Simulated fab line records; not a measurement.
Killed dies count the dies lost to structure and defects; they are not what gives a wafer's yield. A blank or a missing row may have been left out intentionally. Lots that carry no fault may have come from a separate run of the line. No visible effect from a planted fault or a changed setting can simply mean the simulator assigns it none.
fab line records	flow sky130
record lots=6	wafers=18	lastDay=50
route steps=708 shown VIA1@461 METAL2@483 PAD_OPEN@708
lots that met no fault: from a run of the same line without faults
startH: hours from the record's first day to the start of the lot's first wafer shown	waitH: hours since the lot's step before	" unchanged from the row above	L1.1+2: a row that stands for several wafers	- either no value or no given start	* or withheld: withheld	< > ~ a bound
route shown NAME@n: names a module that has steps shown in the file, with the first one's number in the route	usual: mean/standard deviation of fault-free wafers	same: alike in all rows	chamber/n: place in a boat	sites: readings site by site	_std_site: standard deviation across them	_edge_site: mean of outer sites minus mean of inner sites	radiusMm: for every site, how far away it sits from the centre of the wafer	mask NAME#n: copy n	behind: the most recent tool/chamber to have shaped the wafer	hold: why the lot was held/for how many hours/how that ended	device: the transistor (n, p or np) that didn't switch	end of line: tests of these same wafers at the route's end	a step without rows: its recipe alone	killed: at the first sort, the dies lost to defects and structure; wafer yield is something else	map: a wafer's dies, marking killed ones x, the rest . and places with no die _
set.NAME: the setting that was run; set.NAME@STEP: the one run at that earlier step	model.NAME: the simulator's own value behind a step, which no gauge read
lots at selected steps of the route; one table per step, one row per wafer
services: from which hour (startH, from the record's first day; less than 0 if before it) a tool's chamber was out of use, for how many hours, and why
## steps
# step SKY_VIA1_BOW_MEAS_03
# recipe mode=bow
# usual VIA1_BOW=82/6.9
lot.wafer	tool	chamber	startH	waitH	VIA1_BOW[um]
L977.1	filmMetro-01	-	806.81	0.1	88
L977.2	"	-	"	"	83
L977.4	"	-	"	"	76
L981.1	filmMetro-01	-	840.12	0.2	83
L981.2	"	-	"	"	86
L981.4	"	-	"	"	84
L984.1	filmMetro-01	-	866.21	0.1	76
L984.3	"	-	"	"	84
L984.4	"	-	"	"	85
L985.3	filmMetro-04	-	871.76	0.3	95
L985.4	"	-	"	"	84
L985.6	"	-	"	"	79
L986.1	filmMetro-04	-	909.54	0.1	82
L986.4	"	-	"	"	80
L986.6	"	-	"	"	80
L994.1	filmMetro-01	-	932.13	0.1	91
L994.3	"	-	"	"	84
L994.4	"	-	"	"	78
# step SKY_VIA1_DEHYDRATE_04
# recipe tempC=200	timeS=60
# step SKY_VIA1_HMDS_05
# recipe primeTimeS=60	primeTempC=120
# step SKY_VIA1_COAT_06
# recipe resist=BARC	tempC=withheld	timeS=withheld	spinRpm=3000	resistThkNm=60
# step SKY_VIA1_COAT_07
# recipe resist=KrF-thick	spinRpm=3000	resistThkNm=450
# step SKY_VIA1_SOFTBAKE_08
# recipe tempC=100	timeS=90	resist=KrF-thick
# step SKY_VIA1_EXPOSE_09
# recipe maskId=VIM	na=0.8	sourceShape=annular	sigmaInner=0.55	sigmaOuter=0.85	targetCdNm=150	doseMj=38
# step SKY_VIA1_PEB_10
# recipe pebTempC=withheld	pebTimeS=withheld	resist=KrF-thick
# step SKY_VIA1_DEVELOP_11
# recipe developTimeS=60	resist=KrF-thick	devTempC=21
# step SKY_VIA1_CD_MEAS_12
# recipe targetCdNm=150
# usual cdNm=149.7/1.8
lot.wafer	tool	chamber	startH	waitH	cdNm
L977.1	cdSem-02	-	833.30	-	152.0
L977.2	"	-	"	"	151.4
L977.4	"	-	"	"	148.5
L981.1	cdSem-02	-	866.96	-	149.8
L981.2	"	-	"	"	152.3
L981.4	"	-	"	"	150.6
L984.1	cdSem-01	-	889.65	-	149.1
L984.3	"	-	"	"	149.7
L984.4	"	-	"	"	148.0
L985.3	cdSem-01	-	894.50	-	147.0
L985.4	"	-	"	"	147.7
L985.6	"	-	"	"	147.7
L986.1	cdSem-02	-	934.85	-	149.1
L986.4	"	-	"	"	148.0
L986.6	"	-	"	"	148.9
L994.1	cdSem-02	-	955.40	-	149.1
L994.3	"	-	"	"	148.2
L994.4	"	-	"	"	149.0
# step SKY_VIA1_OVL_MEAS_13
# usual VIA1_OVL=1/5.1
lot.wafer	tool	chamber	startH	waitH	VIA1_OVL[nm]
L977.1	overlay-02	-	833.42	0.1	1
L977.2	"	-	"	"	2
L977.4	"	-	"	"	-1
L981.1	overlay-02	-	867.08	0.1	14
L981.2	"	-	"	"	3
L981.4	"	-	"	"	1
L984.1	overlay-01	-	889.77	0.1	0
L984.3	"	-	"	"	8
L984.4	"	-	"	"	6
L985.3	overlay-02	-	894.60	0.1	6
L985.4	"	-	"	"	9
L985.6	"	-	"	"	4
L986.1	overlay-01	-	934.97	0.1	-6
L986.4	"	-	"	"	-6
L986.6	"	-	"	"	-5
L994.1	overlay-02	-	955.52	0.1	-2
L994.3	"	-	"	"	2
L994.4	"	-	"	"	4
# step SKY_VIA1_ETCH_14
# recipe chemistry=N2/H2	target=BARC	ionEnergyEv=200	sourceW=500	biasW=100	pressureMtorr=30	n2FlowSccm=100	h2FlowSccm=200	stopOn=SiO2	timeS=45.9	targetDepthA=600
# step SKY_VIA1_ETCH_15
# recipe target=SiO2	chemistry=C4F8/O2/Ar	targetDepthNm=351	stopOn=TiN	maskMaterial=KrF-thick	sourceW=1500	biasW=1200	pressureMtorr=40	c4f8FlowSccm=withheld	O2_flow_sccm=6	Ar_flow_sccm=300	timeS=54
# usual oesProductAu=0.979/0.0065
lot.wafer	tool	chamber	startH	waitH	oesProductAu	rfHoursCounterH
L977.1	rieDiel-04	1	833.50	0.0	0.983	11
L977.2	"	2	"	"	0.987	1
L977.4	"	0	"	"	0.979	9
L981.1	rieDiel-01	1	867.16	0.0	0.980	17
L981.2	"	2	"	"	0.965	19
L981.4	"	0	"	"	0.979	1
L984.1	rieDiel-04	0	889.85	0.0	0.984	10
L984.3	"	2	"	"	0.991	3
L984.4	"	1	"	"	0.973	13
L985.3	rieDiel-04	1	894.66	0.0	0.967	13
L985.4	"	2	"	"	0.981	3
L985.6	"	3	"	"	0.985	-
L986.1	rieDiel-01	2	935.05	0.0	0.985	21
L986.4	"	1	"	"	0.978	20
L986.6	"	3	"	"	0.973	-
L994.1	rieDiel-03	2	955.60	0.0	0.983	10
L994.3	"	0	"	"	0.988	11
L994.4	"	3	"	"	0.974	0
# step SKY_VIA1_STRIP_16
# recipe chemistry=O2/N2	powerW=1400	pressureMtorr=1500	platenTempC=withheld	o2FlowSccm=3000	n2FlowSccm=300	overashFraction=0.5
# step SKY_VIA1_STRIP_17
# recipe chemistry=postEtchResidueRemover	timeS=1200	tempC=72.5
# step SKY_VIA1_CLEAN_18
# recipe chemistry=IPA	timeS=180	tempC=25
# step SKY_VIA1_CLEAN_19
# recipe chemistry=O3/DIW	dry=n2Spin
# step SKY_VIA1_SPUTTER_20
# recipe material=TiN	targetThkNm=20	chamberPressurePa=5	powerW=4000	timeS=80
# step SKY_VIA1_CVD_21
# recipe material=W	targetThkNm=270	timeS=80.902	tempC=400	pressureTorr=40
# usual heaterPowerW=851/46
lot.wafer	tool	chamber	startH	waitH	heaterPowerW
L977.1	cvdW-01	0	834.20	0.0	813
L977.2	"	1	"	"	824
L977.4	"	0	"	"	801
L981.1	cvdW-02	0	867.88	0.0	897
L981.2	"	1	"	"	953
L981.4	"	0	"	"	900
L984.1	cvdW-01	1	890.55	0.0	832
L984.3	"	0	"	"	828
L984.4	"	1	"	"	849
L985.3	cvdW-01	1	895.40	0.1	827
L985.4	"	0	"	"	828
L985.6	"	1	"	"	835
L986.1	cvdW-01	1	935.76	0.0	811
L986.4	"	1	"	"	837
L986.6	"	1	"	"	852
L994.1	cvdW-01	1	956.33	0.0	812
L994.3	"	0	"	"	814
L994.4	"	1	"	"	828
# step SKY_VIA1_RS_MEAS_22
# recipe thkMeasGauge=four-point-probe	reads=W_of_VIA1_CVD_21+TiN_of_VIA1_SPUTTER_20
# usual VIA1_W_RS=0.425/0.0045
lot.wafer	tool	chamber	startH	waitH	VIA1_W_RS[ohm/sq]
L977.1	filmMetro-01	-	834.29	0.1	0.425
L977.2	"	-	"	"	0.430
L977.4	"	-	"	"	0.427
L981.1	filmMetro-04	-	867.97	0.1	0.426
L981.2	"	-	"	"	0.417
L981.4	"	-	"	"	0.434
L984.1	filmMetro-04	-	890.64	0.1	0.425
L984.3	"	-	"	"	0.418
L984.4	"	-	"	"	0.428
L985.3	filmMetro-03	-	895.50	0.1	0.422
L985.4	"	-	"	"	0.423
L985.6	"	-	"	"	0.422
L986.1	filmMetro-04	-	935.85	0.1	0.422
L986.4	"	-	"	"	0.430
L986.6	"	-	"	"	0.430
L994.1	filmMetro-04	-	956.42	0.1	0.428
L994.3	"	-	"	"	0.426
L994.4	"	-	"	"	0.430
# step SKY_VIA1_THK_MEAS_23
# recipe thkMeasGauge=xrf	reads=W_of_VIA1_CVD_21
# usual VIA1_W_THK=271/3.5
lot.wafer	tool	chamber	startH	waitH	VIA1_W_THK[nm]
L977.1	filmMetro-01	-	834.41	0.1	270
L977.2	"	-	"	"	268
L977.4	"	-	"	"	270
L981.1	filmMetro-04	-	868.09	0.1	271
L981.2	"	-	"	"	278
L981.4	"	-	"	"	266
L984.1	filmMetro-04	-	890.76	0.1	270
L984.3	"	-	"	"	276
L984.4	"	-	"	"	268
L985.3	filmMetro-03	-	895.60	0.1	274
L985.4	"	-	"	"	272
L985.6	"	-	"	"	276
L986.1	filmMetro-04	-	935.97	0.1	274
L986.4	"	-	"	"	265
L986.6	"	-	"	"	265
L994.1	filmMetro-04	-	956.54	0.1	267
L994.3	"	-	"	"	267
L994.4	"	-	"	"	264
# step SKY_VIA1_CMP_24
# recipe stopOn=SiO2	tOverpolishS=15	downForcePsi=3.5	platenRpm=60	targetThkNm=0	padVelocityMS=0.94248
# step SKY_METAL2_SPUTTER_00
# recipe material=Ti	targetThkNm=15	powerW=3000	timeS=10	chamberPressurePa=0.4
# usual throttleValvePct=29.8/1.2
lot.wafer	tool	chamber	startH	waitH	throttleValvePct
L977.1	pvdSputter-02	-	834.77	0.2	30.2
L977.2	"	-	"	"	29.2
L977.4	"	-	"	"	30.9
L981.1	pvdSputter-03	-	868.45	0.1	31.8
L981.2	"	-	"	"	29.6
L981.4	"	-	"	"	29.5
L984.1	pvdSputter-04	-	891.12	0.1	28.7
L984.3	"	-	"	"	31.1
L984.4	"	-	"	"	30.8
L985.3	pvdSputter-04	-	895.94	0.2	28.5
L985.4	"	-	"	"	28.7
L985.6	"	-	"	"	30.7
L986.1	pvdSputter-03	-	936.33	0.1	28.0
L986.4	"	-	"	"	29.6
L986.6	"	-	"	"	28.1
L994.1	pvdSputter-04	-	956.90	0.1	28.5
L994.3	"	-	"	"	31.0
L994.4	"	-	"	"	28.7
# step SKY_METAL2_SPUTTER_01
# recipe material=TiN	targetThkNm=20	powerW=6500	timeS=16.7	chamberPressurePa=0.4
# usual throttleValvePct=29.8/1.2
lot.wafer	tool	chamber	startH	waitH	throttleValvePct
L977.1	pvdSputter-02	-	834.79	0.0	29.9
L977.2	"	-	"	"	29.5
L977.4	"	-	"	"	31.0
L981.1	pvdSputter-03	-	868.47	0.0	31.6
L981.2	"	-	"	"	29.3
L981.4	"	-	"	"	30.0
L984.1	pvdSputter-04	-	891.14	0.0	28.4
L984.3	"	-	"	"	31.5
L984.4	"	-	"	"	31.0
L985.3	pvdSputter-04	-	895.96	0.0	28.4
L985.4	"	-	"	"	28.6
L985.6	"	-	"	"	31.1
L986.1	pvdSputter-03	-	936.35	0.0	27.9
L986.4	"	-	"	"	29.3
L986.6	"	-	"	"	28.0
L994.1	pvdSputter-04	-	956.93	0.0	28.4
L994.3	"	-	"	"	30.7
L994.4	"	-	"	"	28.5
# step SKY_METAL2_SPUTTER_02
# recipe material=AlCu	targetThkNm=250	powerW=10600	timeS=13.3	chamberPressurePa=0.4
# usual throttleValvePct=29.8/1.2
lot.wafer	tool	chamber	startH	waitH	throttleValvePct
L977.1	pvdSputter-02	-	834.82	0.0	30.0
L977.2	"	-	"	"	29.4
L977.4	"	-	"	"	31.0
L981.1	pvdSputter-03	-	868.50	0.0	31.7
L981.2	"	-	"	"	29.9
L981.4	"	-	"	"	29.8
L984.1	pvdSputter-04	-	891.17	0.0	28.6
L984.3	"	-	"	"	31.0
L984.4	"	-	"	"	31.0
L985.3	pvdSputter-04	-	895.99	0.0	28.4
L985.4	"	-	"	"	28.5
L985.6	"	-	"	"	30.9
L986.1	pvdSputter-03	-	936.38	0.0	28.1
L986.4	"	-	"	"	29.7
L986.6	"	-	"	"	28.4
L994.1	pvdSputter-04	-	956.95	0.0	28.4
L994.3	"	-	"	"	30.9
L994.4	"	-	"	"	28.3
# step SKY_METAL2_SPUTTER_03
# recipe material=Ti	targetThkNm=5	powerW=3000	timeS=3.3	chamberPressurePa=0.4
# step SKY_METAL2_SPUTTER_04
# recipe material=TiN	targetThkNm=70	powerW=6500	timeS=58.3	chamberPressurePa=0.4
# step SKY_METAL2_RS_MEAS_05
# recipe thkMeasGauge=four-point-probe	reads=TiN_of_METAL2_SPUTTER_04+Ti_of_METAL2_SPUTTER_03+AlCu_of_METAL2_SPUTTER_02+TiN_of_METAL2_SPUTTER_01+Ti_of_METAL2_SPUTTER_00
# usual METAL2_ALCU_RS=0.1265/0.0015
lot.wafer	tool	chamber	startH	waitH	METAL2_ALCU_RS[ohm/sq]
L977.1	filmMetro-04	-	834.91	0.0	0.1275
L977.2	"	-	"	"	0.1264
L977.4	"	-	"	"	0.1243
L981.1	filmMetro-03	-	868.59	0.0	0.1253
L981.2	"	-	"	"	0.1253
L981.4	"	-	"	"	0.1254
L984.1	filmMetro-04	-	891.26	0.0	0.1255
L984.3	"	-	"	"	0.1270
L984.4	"	-	"	"	0.1261
L985.3	filmMetro-04	-	896.12	0.1	0.1275
L985.4	"	-	"	"	0.1256
L985.6	"	-	"	"	0.1258
L986.1	filmMetro-02	-	936.47	0.0	0.1252
L986.4	"	-	"	"	0.1281
L986.6	"	-	"	"	0.1258
L994.1	filmMetro-03	-	957.04	0.0	0.1216
L994.3	"	-	"	"	0.1242
L994.4	"	-	"	"	0.1263
# step SKY_METAL2_THK_MEAS_06
# recipe thkMeasGauge=xrf	reads=AlCu_of_METAL2_SPUTTER_02
# usual METAL2_ALCU_THK=254/3.5
lot.wafer	tool	chamber	startH	waitH	METAL2_ALCU_THK[nm]
L977.1	filmMetro-04	-	835.03	0.1	253
L977.2	"	-	"	"	254
L977.4	"	-	"	"	258
L981.1	filmMetro-03	-	868.71	0.1	258
L981.2	"	-	"	"	258
L981.4	"	-	"	"	257
L984.1	filmMetro-04	-	891.38	0.1	258
L984.3	"	-	"	"	255
L984.4	"	-	"	"	256
L985.3	filmMetro-04	-	896.22	0.1	253
L985.4	"	-	"	"	258
L985.6	"	-	"	"	257
L986.1	filmMetro-02	-	936.59	0.1	258
L986.4	"	-	"	"	251
L986.6	"	-	"	"	255
L994.1	filmMetro-03	-	957.16	0.1	263
L994.3	"	-	"	"	257
L994.4	"	-	"	"	254
# step SKY_METAL2_DEHYDRATE_07
# recipe tempC=200	timeS=60
# step SKY_METAL2_HMDS_08
# recipe primeTimeS=60	primeTempC=120
# step SKY_METAL2_COAT_09
# recipe resist=BARC	tempC=withheld	timeS=withheld	spinRpm=3000	resistThkNm=60
# step SKY_METAL2_COAT_10
# recipe resist=KrF-thick	spinRpm=3000	resistThkNm=450
# step SKY_METAL2_SOFTBAKE_11
# recipe tempC=100	timeS=90	resist=KrF-thick
# step SKY_METAL2_EXPOSE_12
# recipe maskId=MM2	na=0.8	sourceShape=annular	sigmaInner=0.55	sigmaOuter=0.85	targetCdNm=140	doseMj=28
# step SKY_METAL2_PEB_13
# recipe pebTempC=withheld	pebTimeS=withheld	resist=KrF-thick
# step SKY_METAL2_DEVELOP_14
# recipe developTimeS=60	resist=KrF-thick	devTempC=21
# step SKY_METAL2_CD_MEAS_15
# recipe targetCdNm=140
# usual cdNm=140.0/1.5
lot.wafer	tool	chamber	startH	waitH	cdNm
L977.1	cdSem-01	-	860.56	-	140.5
L977.2	"	-	"	"	140.1
L977.4	"	-	"	"	138.8
L981.1	cdSem-02	-	891.75	-	140.6
L981.2	"	-	"	"	140.5
L981.4	"	-	"	"	140.4
L984.1	cdSem-01	-	916.41	-	138.4
L984.3	"	-	"	"	139.5
L984.4	"	-	"	"	138.4
L985.3	cdSem-02	-	920.30	-	140.1
L985.4	"	-	"	"	140.7
L985.6	"	-	"	"	140.3
L986.1	cdSem-02	-	959.90	-	138.1
L986.4	"	-	"	"	137.2
L986.6	"	-	"	"	137.3
L994.1	cdSem-02	-	980.30	-	139.1
L994.3	"	-	"	"	140.7
L994.4	"	-	"	"	139.1
# step SKY_METAL2_OVL_MEAS_16
# usual METAL2_OVL=1/4.7
lot.wafer	tool	chamber	startH	waitH	METAL2_OVL[nm]
L977.1	overlay-02	-	860.68	0.1	1
L977.2	"	-	"	"	2
L977.4	"	-	"	"	2
L981.1	overlay-01	-	891.87	0.1	8
L981.2	"	-	"	"	5
L981.4	"	-	"	"	2
L984.1	overlay-01	-	916.53	0.1	9
L984.3	"	-	"	"	-1
L984.4	"	-	"	"	3
L985.3	overlay-01	-	920.40	0.1	8
L985.4	"	-	"	"	2
L985.6	"	-	"	"	5
L986.1	overlay-01	-	960.02	0.1	-6
L986.4	"	-	"	"	3
L986.6	"	-	"	"	-2
L994.1	overlay-02	-	980.42	0.1	2
L994.3	"	-	"	"	-3
L994.4	"	-	"	"	0
# step SKY_METAL2_DESCUM_17
# recipe chemistry=O2	sourcePowerW=150	biasPowerW=0	pressureMtorr=10	tempC=40	timeS=8
# step SKY_METAL2_ETCH_18
# recipe chemistry=N2/H2	target=BARC	ionEnergyEv=200	biasW=100	pressureMtorr=30	n2FlowSccm=100	h2FlowSccm=200	icpW=500	stopOn=SiO2	timeS=45.9	targetDepthA=600
# step SKY_METAL2_METAL_ETCH_19
# recipe targetDepthA=3600	stopOn=SiO2	overEtchFrac=0.3	timeS=78	chemistry=Cl2/BCl3	resistSidewallDeg=88	pressureMtorr=10	icpW=900	biasW=48.5	Cl2_flow_sccm=60	bcl3FlowSccm=30
# usual bcl3FlowSccm=30.01/0.08	drypumpMotorCurrentA=5.90/0.29	oesProductAu=0.854/0.0058	throttleValvePct=22.264/0.0099
lot.wafer	tool	chamber	startH	waitH	bcl3FlowSccm	drypumpMotorCurrentA	oesProductAu	rfHoursCounterH	throttleValvePct
L977.1	rieMetal-03	0	860.81	0.0	29.97	6.35	0.855	4	22.263
L977.2	"	1	"	"	29.93	5.84	0.863	13	22.257
L977.4	"	1	"	"	30.05	5.85	0.863	-	22.256
L981.1	rieMetal-02	1	892.00	0.0	29.98	5.68	0.854	3	22.255
L981.2	"	0	"	"	30.05	5.52	0.861	8	22.257
L981.4	"	1	"	"	30.05	5.70	0.854	-	22.275
L984.1	rieMetal-04	0	916.67	0.0	29.99	5.66	0.863	1	22.246
L984.3	"	0	"	"	29.94	5.66	0.858	-	22.264
L984.4	"	1	"	"	30.07	6.01	0.853	-	22.267
L985.3	rieMetal-03	0	920.55	0.1	30.09	6.35	0.848	-	22.259
L985.4	"	1	"	"	30.08	5.84	0.858	-	22.263
L985.6	"	1	"	"	30.20	5.89	0.857	-	22.271
L986.1	rieMetal-02	1	960.15	0.0	30.01	5.67	0.857	7	22.262
L986.4	"	1	"	"	30.01	5.68	0.855	-	22.275
L986.6	"	0	"	"	30.03	5.51	0.856	-	22.250
L994.1	rieMetal-04	1	980.55	0.0	29.96	6.00	0.843	14	22.265
L994.3	"	0	"	"	29.96	5.67	0.865	-	22.252
L994.4	"	1	"	"	29.94	6.01	0.852	-	22.246
# step SKY_PAD_OPEN_PROBE_99
# usual defectLimitedYield=82.8/1.9	killed_at_M0_to_M3=42/6.3	killed_at_M4_up=3.2/1.9	killedAtContacts=24/5.8	killedAtFrontEnd=15/4.3	killedAtOther=0.2/0.62	killedDies=85/9.3	killedOpen=46/6.8	killedShort=38/6.1	sort_bin_3_pad_short=0.8/0.43	sort_bin_5_function=10.2/1.5	sort_bin_6_memory=6.2/1.1	sortNPass=407/9.3	sortYieldPct=82.8/1.9
# same grossDies=492	killedAtBackSide=0	sort_bin_4_leakage[%]=0	sort_bin_8_speed[%]=0
lot.wafer	tool	chamber	startH	waitH	defectLimitedYield[%]	killed_at_M0_to_M3	killed_at_M4_up	killedAtContacts	killedAtFrontEnd	killedAtOther	killedDies	killedOpen	killedShort	sort_bin_3_pad_short[%]	sort_bin_5_function[%]	sort_bin_6_memory[%]	sortNPass	sortYieldPct[%]	model.etest.tester.sortNPass	model.etest.tester.sortYieldPct	model.etest.tester.sort_bin_5_pct	model.etest.tester.sort_bin_3_pct
L981.1	prober-02	-	1127.24	0.1	82.7	35	3	23	24	0	85	39	46	1.8	9.8	5.7	407	82.7	407	82.72	9.756	1.829
L981.2	prober-02	-	1127.29	0.1	82.7	40	5	20	19	1	85	52	33	0.4	11.6	5.3	407	82.7	407	82.72	11.59	0.4065
L981.4	prober-02	-	1127.39	0.2	86.4	31	0	18	17	1	67	37	30	0.6	7.5	5.5	425	86.4	425	86.38	7.52	0.6098
L984.1	prober-01	-	1146.38	0.1	74.0	83	5	18	22	0	128	45	36	2.4	15.4	8.1	364	74.0	364	73.98	15.45	2.439
L984.3	prober-01	-	1146.48	0.2	77.6	65	1	28	15	1	110	57	28	2.0	14.0	6.3	382	77.6	382	77.64	14.02	2.033
L984.4	prober-01	-	1146.53	0.2	78.3	68	1	21	17	0	107	50	34	2.4	12.4	6.9	385	78.3	385	78.25	12.4	2.439
L985.3	prober-02	-	1148.64	0.2	81.7	60	4	12	13	1	90	36	30	1.4	12.0	4.9	402	81.7	402	81.71	11.99	1.423
L985.4	prober-02	-	1148.69	0.2	79.3	78	1	16	7	0	102	39	36	1.6	14.4	4.7	390	79.3	390	79.27	14.43	1.626
L985.6	prober-02	-	1148.79	0.2	79.3	68	1	20	13	0	102	39	25	2.0	12.6	6.1	390	79.3	390	79.27	12.6	2.033
L986.1	prober-01	-	1177.39	0.1	79.5	54	2	24	21	0	101	60	40	0.6	13.0	6.9	391	79.5	391	79.47	13.01	0.6098
L986.4	prober-01	-	1177.54	0.2	79.5	52	1	29	19	0	101	50	50	0.2	12.2	8.1	391	79.5	391	79.47	12.2	0.2033
L986.6	prober-01	-	1177.64	0.2	81.7	40	4	24	22	0	90	44	44	1.4	9.1	7.7	402	81.7	402	81.71	9.146	1.423
L994.1	prober-01	-	1193.52	0.1	79.5	49	3	21	27	1	101	56	43	1.0	11.4	8.1	391	79.5	391	79.47	11.38	1.016
L994.3	prober-01	-	1193.62	0.2	80.9	42	3	36	13	0	94	55	37	0.4	11.2	7.5	398	80.9	398	80.89	11.18	0.4065
L994.4	prober-01	-	1193.67	0.2	85.6	31	3	20	17	0	71	35	36	0.8	7.1	6.5	421	85.6	421	85.57	7.114	0.813
# killed by level:class
L981.1 FIELD_ISO:geometricParticle:open=9 METAL2:geometricParticle:short=8 VIA1:geometricParticle:open=8 CONTACT:geometricParticle:short=7 CONTACT:geometricParticle:open=7 LOCAL_INTERCONNECT:geometricParticle:short=6 VIA2:geometricParticle:short=5 FIELD_ISO:geometricParticle:short=4
L981.2 CONTACT:geometricParticle:open=9 VIA1:geometricParticle:open=8 FIELD_ISO:geometricParticle:open=7 METAL1:geometricParticle:short=7 VIA3:geometricParticle:open=7 LI_CONTACT:geometricParticle:open=6 FIELD_ISO:geometricParticle:short=5 METAL1:geometricParticle:open=4
L981.4 FIELD_ISO:geometricParticle:open=6 VIA3:geometricParticle:open=6 VIA2:geometricParticle:open=5 LI_CONTACT:geometricParticle:open=5 LOCAL_INTERCONNECT:geometricParticle:short=5 CONTACT:geometricParticle:open=5 FIELD_ISO:geometricParticle:short=4 VIA2:geometricParticle:short=4
L984.1 VIA1:unspecified=46 CONTACT:geometricParticle:open=12 FIELD_ISO:geometricParticle:short=9 VIA1:geometricParticle:open=9 VIA1:geometricParticle:short=7 FIELD_ISO:geometricParticle:open=4 VIA2:geometricParticle:open=4 VIA3:geometricParticle:open=4
L984.3 VIA1:unspecified=25 CONTACT:geometricParticle:open=13 LI_CONTACT:geometricParticle:open=9 VIA1:geometricParticle:open=9 VIA3:geometricParticle:open=7 FIELD_ISO:geometricParticle:open=6 VIA2:geometricParticle:short=6 VIA2:geometricParticle:open=6
L984.4 VIA1:unspecified=23 VIA1:geometricParticle:open=14 VIA2:geometricParticle:open=7 LI_CONTACT:geometricParticle:open=6 METAL1:geometricParticle:short=6 FIELD_ISO:geometricParticle:open=5 CONTACT:geometricParticle:short=5 CONTACT:geometricParticle:open=5
L985.3 VIA1:unspecified=23 VIA1:geometricParticle:open=11 CONTACT:geometricParticle:open=6 VIA2:geometricParticle:open=6 POLY_GATE:geometricParticle:short=4 LI_CONTACT:geometricParticle:open=4 VIA1:geometricParticle:short=4 VIA3:geometricParticle:open=4
L985.4 VIA1:unspecified=27 VIA3:geometricParticle:open=11 METAL2:geometricParticle:short=10 VIA1:geometricParticle:open=8 LI_CONTACT:geometricParticle:open=6 CONTACT:geometricParticle:open=5 VIA2:geometricParticle:short=5 METAL1:geometricParticle:short=4
L985.6 VIA1:unspecified=38 LI_CONTACT:geometricParticle:open=10 METAL3:geometricParticle:short=6 METAL1:geometricParticle:short=5 CONTACT:geometricParticle:open=5 VIA2:geometricParticle:open=5 POLY_GATE:geometricParticle:open=4 VIA1:geometricParticle:open=4
L986.1 VIA1:geometricParticle:open=18 VIA3:geometricParticle:open=10 CONTACT:geometricParticle:open=9 FIELD_ISO:geometricParticle:short=6 POLY_GATE:geometricParticle:open=5 METAL1:geometricParticle:short=5 LI_CONTACT:geometricParticle:open=5 CONTACT:geometricParticle:short=5
L986.4 CONTACT:geometricParticle:open=10 METAL1:geometricParticle:short=10 VIA2:geometricParticle:open=8 POLY_GATE:geometricParticle:short=7 LI_CONTACT:geometricParticle:open=7 VIA1:geometricParticle:open=7 VIA3:geometricParticle:short=7 VIA3:geometricParticle:open=7
L986.6 LI_CONTACT:geometricParticle:open=7 POLY_GATE:geometricParticle:short=6 CONTACT:geometricParticle:open=6 METAL2:geometricParticle:short=6 METAL1:geometricParticle:short=6 VIA1:geometricParticle:open=6 FIELD_ISO:geometricParticle:short=5 FIELD_ISO:geometricParticle:open=5
L994.1 VIA1:geometricParticle:open=12 CONTACT:geometricParticle:open=11 FIELD_ISO:geometricParticle:open=7 METAL1:geometricParticle:short=7 FIELD_ISO:geometricParticle:short=5 SPACER:geometricParticle:open=5 VIA1:geometricParticle:short=5 METAL2:geometricParticle:short=5
L994.3 VIA1:geometricParticle:open=12 CONTACT:geometricParticle:open=9 LI_CONTACT:geometricParticle:open=8 LOCAL_INTERCONNECT:geometricParticle:short=7 POLY_GATE:geometricParticle:open=6 CONTACT:geometricParticle:short=6 METAL2:geometricParticle:short=6 VIA3:geometricParticle:open=6
L994.4 METAL1:geometricParticle:short=7 LI_CONTACT:geometricParticle:open=6 VIA2:geometricParticle:open=6 POLY_GATE:geometricParticle:short=5 POLY_GATE:geometricParticle:open=5 METAL2:geometricParticle:short=4 LOCAL_INTERCONNECT:geometricParticle:short=4 VIA1:geometricParticle:short=4
# map L984.1 (x killed, . not)
__________x........._________
________.........x...._______
______......x......x...x_____
_____...x........x...x...____
____..x....x...x.x.....xx.___
___.......x.........xxxx...__
__.....x..................xx_
_x........x...xx........x...x
_...xx....x.x......x.........
_.x....xx....x........x.xx...
_.x......xxx....x....x..x....
_.....x..x......xx....x.x....
_.x....x...................x.
_...x....x.x........xx.x.....
_.....x..........xxx.........
__.....x.x....x..xxxxx.x...._
___..x..x....xx.xxxxxxx.x..__
____.x.....x...xxxxxxxxxx.___
_____x.xx.......xxxxxxxxx____
______........x..xxxxxxx_____
________.......xxxxxxx_______
__________.....x.x.._________
# map L985.4 (x killed, . not)
__________.......x.._________
________xxxxx........._______
______xxxx.....x...x...._____
_____xxxxxx....x.........____
____xxxxxxxxx.x...........___
___xxxxxx.........x...x....__
__.xx.....x................x_
_.x......xx...x...........x..
_......x.......x..xx......xx.
_x.x....xx........x.......xx.
_x......x..x...xxx.x..x...x..
_..x.x................x.x....
_.....................x......
_....x...x...................
_x.x.............xxx.....x...
__.......x....x....x.x...x.._
___.....x...x.....x.......x__
____........xx....x.....x.___
_____......x...xx........____
______.x.........x......_____
________x.x.....x....._______
__________.........._________
## services
tool	chamber	startH	hours	kind
rieDiel-03	3	815.33	17.0	repair
cvdW-01	-	822.03	6.9	pm
pvdSputter-02	-	823.22	1.2	repair
cvdW-02	0	824.57	8.5	repair
rieDiel-03	1	824.74	5.7	repair
rieMetal-02	-	826.67	2.7	pm
rieDiel-04	-	864.07	14.6	pm
pvdSputter-02	-	864.32	10.7	repair
pvdSputter-03	-	873.25	0.6	repair
rieMetal-04	-	878.60	28.1	pm
rieDiel-01	2	880.94	21.7	repair
rieDiel-03	2	884.18	3.3	repair
cvdW-02	1	885.45	10.6	repair
rieDiel-03	2	891.33	4.2	repair
rieDiel-01	0	897.40	9.5	repair
cvdW-02	-	904.00	14.0	pm
rieDiel-03	-	908.74	0.5	repair
rieDiel-01	1	912.17	9.8	repair
rieDiel-04	-	920.11	7.0	repair
rieDiel-03	1	935.51	2.7	repair
rieDiel-01	1	942.67	14.7	repair
rieDiel-03	-	954.04	1.1	repair
cvdW-02	-	962.04	6.0	pm
rieDiel-01	0	979.43	36.3	repair
## key
firstSign step=SKY_PAD_OPEN_PROBE_99	reading=killed_at_M0_to_M3	direction=up	sigmas=4.5	usual=42	struck=70
effect step=SKY_PAD_OPEN_PROBE_99	reading=sort_bin_3_pad_short	direction=up	sigmas=2.7	usual=0.8	struck=2.0	wafersMoved=4
modelEffect step=SKY_PAD_OPEN_PROBE_99	value=etest.tester.sortNPass	without=412.3	struck=385.5
metAt SKY_VIA1_ETCH_15
struckWafers L984.1,L984.3,L984.4,L985.3,L985.4,L985.6
onsetBetween 833.50 889.85
fault kind=chamberParticleSource	tool=rieDiel-04	chamber=-	onsetH=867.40	steps=SKY_VIA1_ETCH_15	ratePerVisitCm2=0.65804	endH=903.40
